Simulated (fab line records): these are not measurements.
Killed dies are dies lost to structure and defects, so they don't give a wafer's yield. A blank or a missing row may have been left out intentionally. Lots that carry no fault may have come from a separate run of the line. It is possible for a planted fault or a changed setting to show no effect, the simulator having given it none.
fab line records :: flow gf180mcu :: part 2 of 2: steps 26 to 36 of 36
record:
  lots: 5
  wafers: 15
  lastDay: 33
route steps=602 shown POLY_GATE@158 HV_LDD@176
lots that met no fault: from a run of the same line without faults
startH: the number of hours between the record's first day and the start of the first shown wafer of the lot :: waitH: hours since the lot's step before :: " as in the row above :: L1.1+2: a single row standing in for several wafers :: - no value, or no start given :: * or withheld: withheld :: < > ~ a bound
route shown NAME@n: NAME is a module with steps in the file, n the number in the route of the first one :: usual: mean and standard deviation over wafers with no fault :: same: alike in all rows :: chamber/n: place in a boat :: sites: per-site readings :: _std_site: their standard deviation :: _edge_site: mean of outer sites minus mean of inner sites :: radiusMm: how far each site lies from the wafer's centre :: mask NAME#n: copy n :: behind: tool/chamber where the wafer was last shaped :: hold: the reason the lot was held/the length of the hold in hours/how it ended :: device: whichever transistor did not switch (one of n, p or np) :: end of line: tests run on the same wafers once the route is complete :: a step with no rows: only its recipe :: killed: at the first sort, the dies lost to defects and structure; wafer yield is something else :: map: dies across one wafer; x = killed, . = not, _ = none there
set.NAME: the setting the step ran with; set.NAME@STEP: the setting that earlier step ran with :: model.NAME: the simulator's own value behind a step, which no gauge read
a table for each step, a row for each wafer; lots at some steps of the route
services: the hour from which a tool's chamber was out of use, counted from the record's first day as startH (under 0 if before that day), plus the number of hours and why
== steps ==
step: GF_HV_LDD_CD_MEAS_07
recipe:
  targetCdNm: 400
usual:
  cdNm: 399.5/2
lot.wafer: L079.2
tool: cdSem-01
chamber: -
startH: 264.02
waitH: 0.1
cdNm: 401.1

lot.wafer: L079.3
tool: cdSem-01
chamber: -
startH: 264.02
waitH: 0.1
cdNm: 400.2

lot.wafer: L079.5
tool: cdSem-01
chamber: -
startH: 264.02
waitH: 0.1
cdNm: 400.5

lot.wafer: L083.1
tool: cdSem-02
chamber: -
startH: 290.61
waitH: 0.1
cdNm: 399.6

lot.wafer: L083.2
tool: cdSem-02
chamber: -
startH: 290.61
waitH: 0.1
cdNm: 399.1

lot.wafer: L083.5
tool: cdSem-02
chamber: -
startH: 290.61
waitH: 0.1
cdNm: 399.1

lot.wafer: L085.3
tool: cdSem-02
chamber: -
startH: 303.19
waitH: 0.1
cdNm: 402.1

lot.wafer: L085.5
tool: cdSem-02
chamber: -
startH: 303.19
waitH: 0.1
cdNm: 401.4

lot.wafer: L085.6
tool: cdSem-02
chamber: -
startH: 303.19
waitH: 0.1
cdNm: 401.6

lot.wafer: L088.3
tool: cdSem-02
chamber: -
startH: 322.79
waitH: 0.1
cdNm: 401.6

lot.wafer: L088.4
tool: cdSem-02
chamber: -
startH: 322.79
waitH: 0.1
cdNm: 402.2

lot.wafer: L088.6
tool: cdSem-02
chamber: -
startH: 322.79
waitH: 0.1
cdNm: 401.0

lot.wafer: L094.1
tool: cdSem-02
chamber: -
startH: 356.44
waitH: 0.1
cdNm: 401.6

lot.wafer: L094.4
tool: cdSem-02
chamber: -
startH: 356.44
waitH: 0.1
cdNm: 401.3

lot.wafer: L094.6
tool: cdSem-02
chamber: -
startH: 356.44
waitH: 0.1
cdNm: 402.2
step: GF_HV_LDD_OVL_MEAS_08
usual:
  HV_LDD_OVL: -0.5/1.3
lot.wafer: L079.2
tool: overlay-01
chamber: -
startH: 264.13
waitH: 0.1
HV_LDD_OVL[nm]: -0.5

lot.wafer: L079.3
tool: overlay-01
chamber: -
startH: 264.13
waitH: 0.1
HV_LDD_OVL[nm]: -1.9

lot.wafer: L079.5
tool: overlay-01
chamber: -
startH: 264.13
waitH: 0.1
HV_LDD_OVL[nm]: -1.7

lot.wafer: L083.1
tool: overlay-02
chamber: -
startH: 290.73
waitH: 0.1
HV_LDD_OVL[nm]: 0.2

lot.wafer: L083.2
tool: overlay-02
chamber: -
startH: 290.73
waitH: 0.1
HV_LDD_OVL[nm]: -0.3

lot.wafer: L083.5
tool: overlay-02
chamber: -
startH: 290.73
waitH: 0.1
HV_LDD_OVL[nm]: 0.5

lot.wafer: L085.3
tool: overlay-01
chamber: -
startH: 303.29
waitH: 0.1
HV_LDD_OVL[nm]: -2.0

lot.wafer: L085.5
tool: overlay-01
chamber: -
startH: 303.29
waitH: 0.1
HV_LDD_OVL[nm]: -2.3

lot.wafer: L085.6
tool: overlay-01
chamber: -
startH: 303.29
waitH: 0.1
HV_LDD_OVL[nm]: 0.0

lot.wafer: L088.3
tool: overlay-01
chamber: -
startH: 322.89
waitH: 0.1
HV_LDD_OVL[nm]: -0.3

lot.wafer: L088.4
tool: overlay-01
chamber: -
startH: 322.89
waitH: 0.1
HV_LDD_OVL[nm]: -2.0

lot.wafer: L088.6
tool: overlay-01
chamber: -
startH: 322.89
waitH: 0.1
HV_LDD_OVL[nm]: -2.3

lot.wafer: L094.1
tool: overlay-01
chamber: -
startH: 356.56
waitH: 0.1
HV_LDD_OVL[nm]: -0.5

lot.wafer: L094.4
tool: overlay-01
chamber: -
startH: 356.56
waitH: 0.1
HV_LDD_OVL[nm]: 1.5

lot.wafer: L094.6
tool: overlay-01
chamber: -
startH: 356.56
waitH: 0.1
HV_LDD_OVL[nm]: -0.2
step: GF_HV_LDD_IMPLANT_09
recipe:
  species: As
  energyKev: 40
  doseCm2: 1e+14
  tiltDeg: 7
lot.wafer: L079.2+3+5
tool: implanter-01
chamber: 0
startH: 264.19
waitH: 0.0

lot.wafer: L083.1+2+5
tool: implanter-01
chamber: 0
startH: 290.76
waitH: 0.0

lot.wafer: L085.3+5+6
tool: implanter-02
chamber: 0
startH: 303.36
waitH: 0.1

lot.wafer: L088.3+4+6
tool: implanter-02
chamber: 0
startH: 322.96
waitH: 0.1

lot.wafer: L094.1+4+6
tool: implanter-01
chamber: 0
startH: 356.60
waitH: 0.0
step: GF_HV_LDD_STRIP_10
recipe:
  chemistry: O2/N2
  powerW: 1400
  pressureMtorr: 1500
  platenTempC: 250
  o2FlowSccm: 3000
  n2FlowSccm: 300
  overashFraction: 0.5
usual:
  drypumpMotorCurrentA: 5.7/0.33
  heaterPowerW: 319/32
  n2FlowSccm: 300.0/0.81
  oesProductAu: 0.716/0.0039
  stripTimeToEndpointS: 12.63/0.031
lot.wafer: L079.2
tool: plasmaAsher-01
chamber: 0
startH: 264.31
waitH: 0.1
drypumpMotorCurrentA: 5.5
heaterPowerW: 295
n2FlowSccm: 298.3
oesProductAu: 0.715
rfHoursCounterH: 50
stripTimeToEndpointS: 12.64

lot.wafer: L079.3
tool: plasmaAsher-01
chamber: 1
startH: 264.31
waitH: 0.1
drypumpMotorCurrentA: 5.3
heaterPowerW: 308
n2FlowSccm: 298.4
oesProductAu: 0.716
rfHoursCounterH: -
stripTimeToEndpointS: 12.63

lot.wafer: L079.5
tool: plasmaAsher-01
chamber: 1
startH: 264.31
waitH: 0.1
drypumpMotorCurrentA: 5.4
heaterPowerW: 315
n2FlowSccm: 298.5
oesProductAu: 0.711
rfHoursCounterH: -
stripTimeToEndpointS: 12.68

lot.wafer: L083.1
tool: plasmaAsher-01
chamber: 0
startH: 290.91
waitH: 0.1
drypumpMotorCurrentA: 5.5
heaterPowerW: 293
n2FlowSccm: 300.0
oesProductAu: 0.719
rfHoursCounterH: 53
stripTimeToEndpointS: 12.63

lot.wafer: L083.2
tool: plasmaAsher-01
chamber: 1
startH: 290.91
waitH: 0.1
drypumpMotorCurrentA: 5.4
heaterPowerW: 309
n2FlowSccm: 301.4
oesProductAu: 0.720
rfHoursCounterH: 53
stripTimeToEndpointS: 12.63

lot.wafer: L083.5
tool: plasmaAsher-01
chamber: 0
startH: 290.91
waitH: 0.1
drypumpMotorCurrentA: 5.5
heaterPowerW: 299
n2FlowSccm: 299.3
oesProductAu: 0.715
rfHoursCounterH: -
stripTimeToEndpointS: 12.67

lot.wafer: L085.3
tool: plasmaAsher-04
chamber: 0
startH: 303.49
waitH: 0.1
drypumpMotorCurrentA: 6.4
heaterPowerW: 274
n2FlowSccm: 299.9
oesProductAu: 0.712
rfHoursCounterH: -
stripTimeToEndpointS: 12.62

lot.wafer: L085.5
tool: plasmaAsher-04
chamber: 1
startH: 303.49
waitH: 0.1
drypumpMotorCurrentA: 5.7
heaterPowerW: 318
n2FlowSccm: 299.0
oesProductAu: 0.712
rfHoursCounterH: -
stripTimeToEndpointS: 12.58

lot.wafer: L085.6
tool: plasmaAsher-04
chamber: 0
startH: 303.49
waitH: 0.1
drypumpMotorCurrentA: 6.4
heaterPowerW: 273
n2FlowSccm: 300.6
oesProductAu: 0.719
rfHoursCounterH: -
stripTimeToEndpointS: 12.64

lot.wafer: L088.3
tool: plasmaAsher-01
chamber: 1
startH: 323.09
waitH: 0.1
drypumpMotorCurrentA: 5.4
heaterPowerW: 317
n2FlowSccm: 300.2
oesProductAu: 0.712
rfHoursCounterH: -
stripTimeToEndpointS: 12.62

lot.wafer: L088.4
tool: plasmaAsher-01
chamber: 0
startH: 323.09
waitH: 0.1
drypumpMotorCurrentA: 5.5
heaterPowerW: 301
n2FlowSccm: 300.5
oesProductAu: 0.717
rfHoursCounterH: -
stripTimeToEndpointS: 12.57

lot.wafer: L088.6
tool: plasmaAsher-01
chamber: 1
startH: 323.09
waitH: 0.1
drypumpMotorCurrentA: 5.4
heaterPowerW: 309
n2FlowSccm: 298.6
oesProductAu: 0.714
rfHoursCounterH: -
stripTimeToEndpointS: 12.63

lot.wafer: L094.1
tool: plasmaAsher-02
chamber: 0
startH: 356.75
waitH: 0.1
drypumpMotorCurrentA: 5.5
heaterPowerW: 379
n2FlowSccm: 299.7
oesProductAu: 0.716
rfHoursCounterH: 68
stripTimeToEndpointS: 12.62

lot.wafer: L094.4
tool: plasmaAsher-02
chamber: 0
startH: 356.75
waitH: 0.1
drypumpMotorCurrentA: 5.5
heaterPowerW: 378
n2FlowSccm: 298.6
oesProductAu: 0.718
rfHoursCounterH: -
stripTimeToEndpointS: 12.62

lot.wafer: L094.6
tool: plasmaAsher-02
chamber: 1
startH: 356.75
waitH: 0.1
drypumpMotorCurrentA: 5.8
heaterPowerW: 339
n2FlowSccm: 300.1
oesProductAu: 0.717
rfHoursCounterH: -
stripTimeToEndpointS: 12.65
step: GF_HV_LDD_TW_MEAS_11
usual:
  HV_LDD_TW: 2427/9.5
lot.wafer: L079.2
tool: filmMetro-04
chamber: -
startH: 264.42
waitH: 0.1
HV_LDD_TW: 2442

lot.wafer: L079.3
tool: filmMetro-04
chamber: -
startH: 264.42
waitH: 0.1
HV_LDD_TW: 2445

lot.wafer: L079.5
tool: filmMetro-04
chamber: -
startH: 264.42
waitH: 0.1
HV_LDD_TW: 2438

lot.wafer: L083.1
tool: filmMetro-01
chamber: -
startH: 291.01
waitH: 0.1
HV_LDD_TW: 2427

lot.wafer: L083.2
tool: filmMetro-01
chamber: -
startH: 291.01
waitH: 0.1
HV_LDD_TW: 2422

lot.wafer: L083.5
tool: filmMetro-01
chamber: -
startH: 291.01
waitH: 0.1
HV_LDD_TW: 2444

lot.wafer: L085.3
tool: filmMetro-04
chamber: -
startH: 303.58
waitH: 0.1
HV_LDD_TW: 2424

lot.wafer: L085.5
tool: filmMetro-04
chamber: -
startH: 303.58
waitH: 0.1
HV_LDD_TW: 2440

lot.wafer: L085.6
tool: filmMetro-04
chamber: -
startH: 303.58
waitH: 0.1
HV_LDD_TW: 2437

lot.wafer: L088.3
tool: filmMetro-01
chamber: -
startH: 323.18
waitH: 0.1
HV_LDD_TW: 2424

lot.wafer: L088.4
tool: filmMetro-01
chamber: -
startH: 323.18
waitH: 0.1
HV_LDD_TW: 2422

lot.wafer: L088.6
tool: filmMetro-01
chamber: -
startH: 323.18
waitH: 0.1
HV_LDD_TW: 2418

lot.wafer: L094.1
tool: filmMetro-01
chamber: -
startH: 356.85
waitH: 0.1
HV_LDD_TW: 2416

lot.wafer: L094.4
tool: filmMetro-01
chamber: -
startH: 356.85
waitH: 0.1
HV_LDD_TW: 2435

lot.wafer: L094.6
tool: filmMetro-01
chamber: -
startH: 356.85
waitH: 0.1
HV_LDD_TW: 2420
step: GF_HV_LDD_DEHYDRATE_12
recipe:
  tempC: 200
  timeS: 60
usual:
  exhaustPa: 45.3/1
lot.wafer: L079.2
tool: lithoTrack-04
chamber: 0
startH: 272.57
waitH: 8.1
exhaustPa: 45.3

lot.wafer: L079.3
tool: lithoTrack-04
chamber: 0
startH: 272.57
waitH: 8.1
exhaustPa: 45.5

lot.wafer: L079.5
tool: lithoTrack-04
chamber: 0
startH: 272.57
waitH: 8.1
exhaustPa: 44.0

lot.wafer: L083.1
tool: lithoTrack-02
chamber: 0
startH: 299.90
waitH: 8.9
exhaustPa: 43.7

lot.wafer: L083.2
tool: lithoTrack-02
chamber: 0
startH: 299.90
waitH: 8.9
exhaustPa: 44.7

lot.wafer: L083.5
tool: lithoTrack-02
chamber: 0
startH: 299.90
waitH: 8.9
exhaustPa: 44.1

lot.wafer: L085.3
tool: lithoTrack-02
chamber: 0
startH: 312.05
waitH: 8.5
exhaustPa: 44.7

lot.wafer: L085.5
tool: lithoTrack-02
chamber: 0
startH: 312.05
waitH: 8.5
exhaustPa: 46.3

lot.wafer: L085.6
tool: lithoTrack-02
chamber: 0
startH: 312.05
waitH: 8.5
exhaustPa: 46.0

lot.wafer: L088.3
tool: lithoTrack-02
chamber: 0
startH: 332.90
waitH: 9.7
exhaustPa: 45.1

lot.wafer: L088.4
tool: lithoTrack-02
chamber: 0
startH: 332.90
waitH: 9.7
exhaustPa: 44.3

lot.wafer: L088.6
tool: lithoTrack-02
chamber: 0
startH: 332.90
waitH: 9.7
exhaustPa: 45.3

lot.wafer: L094.1
tool: lithoTrack-04
chamber: 0
startH: 367.39
waitH: 10.5
exhaustPa: 44.4

lot.wafer: L094.4
tool: lithoTrack-04
chamber: 0
startH: 367.39
waitH: 10.5
exhaustPa: 45.6

lot.wafer: L094.6
tool: lithoTrack-04
chamber: 0
startH: 367.39
waitH: 10.5
exhaustPa: 44.7
step: GF_HV_LDD_HMDS_13
recipe:
  primeTimeS: 60
  primeTempC: 120
usual:
  exhaustPa: 45.1/0.89
lot.wafer: L079.2
tool: lithoTrack-04
chamber: 0
startH: 272.72
waitH: 0.1
exhaustPa: 46.1

lot.wafer: L079.3
tool: lithoTrack-04
chamber: 0
startH: 272.72
waitH: 0.1
exhaustPa: 44.6

lot.wafer: L079.5
tool: lithoTrack-04
chamber: 0
startH: 272.72
waitH: 0.1
exhaustPa: 44.9

lot.wafer: L083.1
tool: lithoTrack-02
chamber: 0
startH: 300.05
waitH: 0.1
exhaustPa: 44.9

lot.wafer: L083.2
tool: lithoTrack-02
chamber: 0
startH: 300.05
waitH: 0.1
exhaustPa: 44.4

lot.wafer: L083.5
tool: lithoTrack-02
chamber: 0
startH: 300.05
waitH: 0.1
exhaustPa: 44.0

lot.wafer: L085.3
tool: lithoTrack-02
chamber: 0
startH: 312.20
waitH: 0.1
exhaustPa: 46.0

lot.wafer: L085.5
tool: lithoTrack-02
chamber: 0
startH: 312.20
waitH: 0.1
exhaustPa: 44.4

lot.wafer: L085.6
tool: lithoTrack-02
chamber: 0
startH: 312.20
waitH: 0.1
exhaustPa: 45.9

lot.wafer: L088.3
tool: lithoTrack-02
chamber: 0
startH: 333.05
waitH: 0.1
exhaustPa: 46.3

lot.wafer: L088.4
tool: lithoTrack-02
chamber: 0
startH: 333.05
waitH: 0.1
exhaustPa: 45.2

lot.wafer: L088.6
tool: lithoTrack-02
chamber: 0
startH: 333.05
waitH: 0.1
exhaustPa: 45.0

lot.wafer: L094.1
tool: lithoTrack-04
chamber: 0
startH: 367.54
waitH: 0.1
exhaustPa: 42.9

lot.wafer: L094.4
tool: lithoTrack-04
chamber: 0
startH: 367.54
waitH: 0.1
exhaustPa: 43.3

lot.wafer: L094.6
tool: lithoTrack-04
chamber: 0
startH: 367.54
waitH: 0.1
exhaustPa: 43.7
step: GF_HV_LDD_COAT_14
recipe:
  resist: NOVOLAK
  spinRpm: 3000
  resistThkNm: 1000
usual:
  exhaustPa: 44.9/1
lot.wafer: L079.2
tool: lithoTrack-04
chamber: 0
startH: 272.87
waitH: 0.1
exhaustPa: 44.6

lot.wafer: L079.3
tool: lithoTrack-04
chamber: 0
startH: 272.87
waitH: 0.1
exhaustPa: 43.7

lot.wafer: L079.5
tool: lithoTrack-04
chamber: 0
startH: 272.87
waitH: 0.1
exhaustPa: 44.9

lot.wafer: L083.1
tool: lithoTrack-02
chamber: 0
startH: 300.20
waitH: 0.1
exhaustPa: 44.7

lot.wafer: L083.2
tool: lithoTrack-02
chamber: 0
startH: 300.20
waitH: 0.1
exhaustPa: 46.2

lot.wafer: L083.5
tool: lithoTrack-02
chamber: 0
startH: 300.20
waitH: 0.1
exhaustPa: 45.7

lot.wafer: L085.3
tool: lithoTrack-02
chamber: 0
startH: 312.35
waitH: 0.1
exhaustPa: 46.9

lot.wafer: L085.5
tool: lithoTrack-02
chamber: 0
startH: 312.35
waitH: 0.1
exhaustPa: 46.1

lot.wafer: L085.6
tool: lithoTrack-02
chamber: 0
startH: 312.35
waitH: 0.1
exhaustPa: 46.0

lot.wafer: L088.3
tool: lithoTrack-02
chamber: 0
startH: 333.20
waitH: 0.1
exhaustPa: 44.7

lot.wafer: L088.4
tool: lithoTrack-02
chamber: 0
startH: 333.20
waitH: 0.1
exhaustPa: 44.2

lot.wafer: L088.6
tool: lithoTrack-02
chamber: 0
startH: 333.20
waitH: 0.1
exhaustPa: 44.2

lot.wafer: L094.1
tool: lithoTrack-04
chamber: 0
startH: 367.69
waitH: 0.1
exhaustPa: 45.9

lot.wafer: L094.4
tool: lithoTrack-04
chamber: 0
startH: 367.69
waitH: 0.1
exhaustPa: 45.5

lot.wafer: L094.6
tool: lithoTrack-04
chamber: 0
startH: 367.69
waitH: 0.1
exhaustPa: 46.3
step: GF_HV_LDD_SOFTBAKE_15
recipe:
  tempC: 90
  timeS: 60
  resist: NOVOLAK
usual:
  exhaustPa: 45.0/0.86
lot.wafer: L079.2
tool: lithoTrack-04
chamber: 0
startH: 273.02
waitH: 0.1
exhaustPa: 47.0

lot.wafer: L079.3
tool: lithoTrack-04
chamber: 0
startH: 273.02
waitH: 0.1
exhaustPa: 45.6

lot.wafer: L079.5
tool: lithoTrack-04
chamber: 0
startH: 273.02
waitH: 0.1
exhaustPa: 45.7

lot.wafer: L083.1
tool: lithoTrack-02
chamber: 0
startH: 300.35
waitH: 0.1
exhaustPa: 46.0

lot.wafer: L083.2
tool: lithoTrack-02
chamber: 0
startH: 300.35
waitH: 0.1
exhaustPa: 45.6

lot.wafer: L083.5
tool: lithoTrack-02
chamber: 0
startH: 300.35
waitH: 0.1
exhaustPa: 45.2

lot.wafer: L085.3
tool: lithoTrack-02
chamber: 0
startH: 312.50
waitH: 0.1
exhaustPa: 46.2

lot.wafer: L085.5
tool: lithoTrack-02
chamber: 0
startH: 312.50
waitH: 0.1
exhaustPa: 45.2

lot.wafer: L085.6
tool: lithoTrack-02
chamber: 0
startH: 312.50
waitH: 0.1
exhaustPa: 45.0

lot.wafer: L088.3
tool: lithoTrack-02
chamber: 0
startH: 333.35
waitH: 0.1
exhaustPa: 46.5

lot.wafer: L088.4
tool: lithoTrack-02
chamber: 0
startH: 333.35
waitH: 0.1
exhaustPa: 44.7

lot.wafer: L088.6
tool: lithoTrack-02
chamber: 0
startH: 333.35
waitH: 0.1
exhaustPa: 46.0

lot.wafer: L094.1
tool: lithoTrack-04
chamber: 0
startH: 367.84
waitH: 0.1
exhaustPa: 45.0

lot.wafer: L094.4
tool: lithoTrack-04
chamber: 0
startH: 367.84
waitH: 0.1
exhaustPa: 44.7

lot.wafer: L094.6
tool: lithoTrack-04
chamber: 0
startH: 367.84
waitH: 0.1
exhaustPa: 43.8
step: GF_HV_LDD_EXPOSE_16
recipe:
  maskId: Pplus_LV_AREA
  targetCdNm: 400
  na: 0.6
  sourceShape: conventional
  sigmaOuter: 0.6
  doseMj: 140
same:
  na: 0.6
lot.wafer: L079.2+3+5
tool: ilineStepper-02
chamber: 0
startH: -
waitH: -
mask: Pplus_LV_AREA#0

lot.wafer: L083.1+2+5
tool: ilineStepper-02
chamber: 0
startH: -
waitH: -
mask: Pplus_LV_AREA#0

lot.wafer: L085.3+5+6
tool: ilineStepper-02
chamber: 0
startH: -
waitH: -
mask: Pplus_LV_AREA#0

lot.wafer: L088.3+4+6
tool: ilineStepper-01
chamber: 0
startH: -
waitH: -
mask: Pplus_LV_AREA#0

lot.wafer: L094.1+4+6
tool: ilineStepper-02
chamber: 0
startH: -
waitH: -
mask: Pplus_LV_AREA#0
step: GF_HV_LDD_PEB_17
recipe:
  tempC: withheld
  timeS: *
  resist: NOVOLAK
usual:
  exhaustPa: 44.8/0.95
lot.wafer: L079.2
tool: lithoTrack-04
chamber: 0
startH: -
waitH: -
exhaustPa: 45.8

lot.wafer: L079.3
tool: lithoTrack-04
chamber: 0
startH: -
waitH: -
exhaustPa: 45.5

lot.wafer: L079.5
tool: lithoTrack-04
chamber: 0
startH: -
waitH: -
exhaustPa: 44.1

lot.wafer: L083.1
tool: lithoTrack-02
chamber: 0
startH: -
waitH: -
exhaustPa: 46.6

lot.wafer: L083.2
tool: lithoTrack-02
chamber: 0
startH: -
waitH: -
exhaustPa: 46.4

lot.wafer: L083.5
tool: lithoTrack-02
chamber: 0
startH: -
waitH: -
exhaustPa: 45.6

lot.wafer: L085.3
tool: lithoTrack-04
chamber: 0
startH: -
waitH: -
exhaustPa: 44.8

lot.wafer: L085.5
tool: lithoTrack-04
chamber: 0
startH: -
waitH: -
exhaustPa: 43.7

lot.wafer: L085.6
tool: lithoTrack-04
chamber: 0
startH: -
waitH: -
exhaustPa: 44.9

lot.wafer: L088.3
tool: lithoTrack-04
chamber: 0
startH: -
waitH: -
exhaustPa: 44.7

lot.wafer: L088.4
tool: lithoTrack-04
chamber: 0
startH: -
waitH: -
exhaustPa: 46.0

lot.wafer: L088.6
tool: lithoTrack-04
chamber: 0
startH: -
waitH: -
exhaustPa: 45.1

lot.wafer: L094.1
tool: lithoTrack-03
chamber: 0
startH: -
waitH: -
exhaustPa: 43.7

lot.wafer: L094.4
tool: lithoTrack-03
chamber: 0
startH: -
waitH: -
exhaustPa: 43.9

lot.wafer: L094.6
tool: lithoTrack-03
chamber: 0
startH: -
waitH: -
exhaustPa: 44.2
== services ==
tool: rieDiel-01
chamber: 3
startH: 210.11
hours: 8.3
kind: repair

tool: krfScanner-01
chamber: -
startH: 214.75
hours: 1.6
kind: repair

tool: krfScanner-01
chamber: -
startH: 220.92
hours: 2.8
kind: repair

tool: rieSi-02
chamber: -
startH: 224.02
hours: 4.6
kind: repair

tool: rieSi-02
chamber: 0
startH: 224.88
hours: 15.6
kind: repair

tool: implanter-01
chamber: -
startH: 229.34
hours: 0.6
kind: repair

tool: ilineStepper-02
chamber: -
startH: 236.51
hours: 0.7
kind: repair

tool: rieDiel-01
chamber: 3
startH: 239.05
hours: 19.8
kind: repair

tool: plasmaAsher-03
chamber: -
startH: 239.44
hours: 0.3
kind: repair

tool: ilineStepper-02
chamber: -
startH: 239.58
hours: 1.7
kind: pm

tool: krfScanner-01
chamber: -
startH: 251.65
hours: 0.8
kind: pm

tool: plasmaAsher-04
chamber: -
startH: 253.99
hours: 1.6
kind: repair

tool: krfScanner-01
chamber: -
startH: 260.38
hours: 1.3
kind: pm

tool: ilineStepper-01
chamber: -
startH: 262.03
hours: 2.1
kind: pm

tool: furnace-02
chamber: -
startH: 266.88
hours: 2.9
kind: pm

tool: implanter-01
chamber: -
startH: 283.53
hours: 1.7
kind: repair

tool: ilineStepper-01
chamber: -
startH: 288.53
hours: 1.3
kind: repair

tool: plasmaAsher-03
chamber: -
startH: 291.13
hours: 2.4
kind: repair

tool: krfScanner-01
chamber: -
startH: 306.68
hours: 1.0
kind: pm

tool: rieDiel-01
chamber: 3
startH: 311.16
hours: 2.5
kind: repair

tool: furnace-02
chamber: -
startH: 314.43
hours: 3.2
kind: pm

tool: plasmaAsher-03
chamber: -
startH: 322.05
hours: 1.3
kind: repair

tool: plasmaAsher-04
chamber: -
startH: 335.38
hours: 20.6
kind: repair

tool: ilineStepper-02
chamber: -
startH: 374.28
hours: 2.1
kind: pm
